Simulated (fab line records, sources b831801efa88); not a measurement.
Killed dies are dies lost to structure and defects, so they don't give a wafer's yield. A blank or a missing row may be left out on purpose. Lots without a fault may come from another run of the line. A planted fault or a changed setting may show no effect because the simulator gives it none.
Tool commonality check | flow sky130 | 11 lots, 39 wafers sampled

WHY IT WAS OPENED
At SKY_SD_N_RS_MEAS_16 the reading SD_N_RS is flagged on 2 of 11 lots. Wafers without a fault read 68.51 ohm/sq, standard deviation 0.1.
Rule: a lot is flagged when every wafer of it that has a number lies more than 4 standard deviations from that mean, or none has a number. The other lots count as sound.

lot  | measured     | on            | SD_N_RS (ohm/sq), wafer by wafer    | flag
L503 | day 28 05:46 | film_metro-04 | 68.51 68.53 68.35                   |
L504 | day 28 18:29 | film_metro-03 | 68.56 68.59 68.52                   |
L510 | day 31 16:28 | film_metro-04 | 63.76 63.85 63.94 63.72 63.57 63.80 | FLAGGED
L512 | day 31 21:23 | film_metro-03 | 63.70 63.75 63.66 63.69 63.70 63.69 | FLAGGED
L515 | day 33 08:00 | film_metro-02 | 68.60 68.33 68.38                   |
L517 | day 33 14:24 | film_metro-02 | 68.24 68.44 68.27                   |
L519 | day 33 20:11 | film_metro-04 | 68.57 68.50 68.47                   |
L520 | day 33 23:27 | film_metro-02 | 68.46 68.46 68.60                   |
L523 | day 35 08:29 | film_metro-02 | 68.60 68.58 68.54                   |
L524 | day 35 08:47 | film_metro-03 | 68.52 68.49 68.43                   |
L525 | day 35 09:12 | film_metro-02 | 68.58 68.50 68.31                   |
The numbers of the flagged lots are 63.74 ohm/sq on average: -4.77 ohm/sq against the usual, or -48 standard deviations.

WHICH TOOL RAN EACH LOT
The record holds 3 process steps before the reading, out of a route of 708 steps. In each cell: the tool, then ch and the chambers that the sampled wafers went through, then the start.
lot  | flag    | SKY_POLY_CUT_ETCH_11               | SKY_SD_N_IMPLANT_09             | SKY_SD_N_STRIP_11
L503 |         | rie_diel-01 ch 0,1,3, day 24 13:49 | implanter-01 ch 0, day 28 05:05 | plasma_asher-01 ch 0,1, day 28 05:22
L504 |         | rie_diel-01 ch 1,2,3, day 25 02:26 | implanter-02 ch 0, day 28 17:47 | plasma_asher-02 ch 0,1, day 28 18:05
L510 | FLAGGED | rie_diel-04 ch 0,1,2, day 28 03:20 | implanter-02 ch 0, day 31 15:29 | plasma_asher-04 ch 0,1, day 31 16:04
L512 | FLAGGED | rie_diel-02 ch 0,2,3, day 28 07:32 | implanter-02 ch 0, day 31 19:52 | plasma_asher-04 ch 0,1, day 31 20:29
L515 |         | rie_diel-02 ch 0,2,3, day 29 19:32 | implanter-02 ch 0, day 33 07:19 | plasma_asher-02 ch 0,1, day 33 07:35
L517 |         | rie_diel-02 ch 0,1,3, day 30 03:11 | implanter-04 ch 0, day 33 13:43 | plasma_asher-01 ch 0,1, day 33 14:01
L519 |         | rie_diel-01 ch 0,1,2, day 30 09:11 | implanter-01 ch 0, day 33 19:29 | plasma_asher-02 ch 0,1, day 33 19:47
L520 |         | rie_diel-04 ch 0,1, day 30 11:23   | implanter-01 ch 0, day 33 22:46 | plasma_asher-01 ch 0,1, day 33 23:04
L523 |         | rie_diel-04 ch 0,1, day 31 23:17   | implanter-02 ch 0, day 35 07:48 | plasma_asher-04 ch 0,1, day 35 08:06
L524 |         | rie_diel-01 ch 0,1,3, day 31 23:17 | implanter-02 ch 0, day 35 08:06 | plasma_asher-04 ch 0,1, day 35 08:24
L525 |         | rie_diel-02 ch 0,3, day 32 00:50   | implanter-02 ch 0, day 35 08:31 | plasma_asher-02 ch 0,1, day 35 08:47
What these steps do:
- SKY_POLY_CUT_ETCH_11: etches Si3N4 in CF4/CH2F2/Ar, stops on poly-Si, time 42.5 s, target depth 60 nm.
- SKY_SD_N_IMPLANT_09
- SKY_SD_N_STRIP_11: strips in O2/N2.
- SKY_SD_N_RS_MEAS_16: measures by four-point-probe.

FLAGGED OVER TOTAL, TOOL BY TOOL (the gauges that took the reading come last)
step                 | tool            | lots run | flagged | share of the flagged lots | sound lots run after its first flagged lot
SKY_POLY_CUT_ETCH_11 | rie_diel-01     | 4        | 0       | none                      | -
SKY_POLY_CUT_ETCH_11 | rie_diel-02     | 4        | 1       | some                      | 3 (L515,L517,L525)
SKY_POLY_CUT_ETCH_11 | rie_diel-04     | 3        | 1       | some                      | 2 (L520,L523)
SKY_SD_N_IMPLANT_09  | implanter-01    | 3        | 0       | none                      | -
SKY_SD_N_IMPLANT_09  | implanter-02    | 7        | 2       | all                       | 4 (L515,L523,L524,L525)
SKY_SD_N_IMPLANT_09  | implanter-04    | 1        | 0       | none                      | -
SKY_SD_N_STRIP_11    | plasma_asher-01 | 3        | 0       | none                      | -
SKY_SD_N_STRIP_11    | plasma_asher-02 | 4        | 0       | none                      | -
SKY_SD_N_STRIP_11    | plasma_asher-04 | 4        | 2       | all                       | 2 (L523,L524)
SKY_SD_N_RS_MEAS_16  | film_metro-02   | 5        | 0       | none                      | -
SKY_SD_N_RS_MEAS_16  | film_metro-03   | 3        | 1       | some                      | 1 (L524)
SKY_SD_N_RS_MEAS_16  | film_metro-04   | 3        | 1       | some                      | 1 (L519)

WHAT THE TABLE ALLOWS
2 rows of the table ran every flagged lot: implanter-02 at SKY_SD_N_IMPLANT_09, plasma_asher-04 at SKY_SD_N_STRIP_11.
- implanter-02 at SKY_SD_N_IMPLANT_09: 2 of its 7 lots flagged. Sound lots ran on it after the first flagged one (L515, L523, L524, L525), which a lasting fault on the whole tool wouldn't allow.
- plasma_asher-04 at SKY_SD_N_STRIP_11: 2 of its 4 lots flagged. Sound lots ran on it after the first flagged one (L523, L524), which a lasting fault on the whole tool wouldn't allow. Its own readings lie more than 4 standard deviations out on every wafer of the flagged lots: strip_time_to_endpoint_s.
No row of the table ran every flagged lot and no sound lot after the first.

WHAT THE SIMULATOR HAD PUT IN
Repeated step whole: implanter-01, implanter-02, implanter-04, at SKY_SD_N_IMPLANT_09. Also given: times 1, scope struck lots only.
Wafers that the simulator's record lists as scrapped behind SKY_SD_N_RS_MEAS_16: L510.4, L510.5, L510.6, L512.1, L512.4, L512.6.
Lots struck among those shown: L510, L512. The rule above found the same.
